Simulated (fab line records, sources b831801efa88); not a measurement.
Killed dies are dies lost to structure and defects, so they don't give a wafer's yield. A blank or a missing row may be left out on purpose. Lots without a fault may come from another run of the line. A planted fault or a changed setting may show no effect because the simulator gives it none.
Which tool did it? | flow sky130 | 6 lots, 18 wafers sampled, at 2 steps of a route of 708

WHAT THE GAUGES READ, wafer by wafer
SKY_VIA4_OVL_MEAS_11.
lot  | measured     | on         | VIA4_OVL (nm)
L269 | day 43 08:34 | overlay-01 | 0.4 1.6 1.1
L272 | day 44 14:08 | overlay-01 | 0.3 -0.3 -1.0
L274 | day 44 20:38 | overlay-02 | 2.5 -0.1 2.2
L277 | day 45 11:26 | overlay-02 | 0.2 -0.1 0.9
L279 | day 46 03:19 | overlay-01 | 1.0 0.2 -1.2
L281 | day 46 03:36 | overlay-01 | 2.1 2.1 -0.2

WHICH TOOL RAN EACH LOT (tool, then ch and the chambers of the sampled wafers, then the start)
lot  | SKY_FIELD_ISO_WET_ETCH_21
L269 | wet_bench-03 ch 1, day 2 15:26
L272 | wet_bench-02 ch 3, day 3 11:01
L274 | wet_bench-03 ch 2, day 3 17:15
L277 | wet_bench-02 ch 2, day 4 11:11
L279 | wet_bench-03 ch 1, day 4 19:28
L281 | wet_bench-02 ch 0, day 5 05:02
- SKY_FIELD_ISO_WET_ETCH_21: etches SiO2 in dHF, target depth 20 nm, time 400 s.

THE ANSWER, worked out from the rows above alone
Rule: what is usual is taken from the lots themselves. Put in order of their means at a reading, lots are off if they are a third of the lots or fewer, leave a main group of 4 or more, and stand apart from it by a gap of 3 or more times the standard deviation of the main group's means; of several such gaps the widest counts. A main group whose means are all the same, to the digits that the tables above print for the reading, isn't used. A lot without any number at a reading at which 4 lots or more have one is off too. The other lots that the step has rows for count as sound.
No lot is off at any reading shown: from this, nothing can be told.

WHAT THE SIMULATOR HAD PUT IN
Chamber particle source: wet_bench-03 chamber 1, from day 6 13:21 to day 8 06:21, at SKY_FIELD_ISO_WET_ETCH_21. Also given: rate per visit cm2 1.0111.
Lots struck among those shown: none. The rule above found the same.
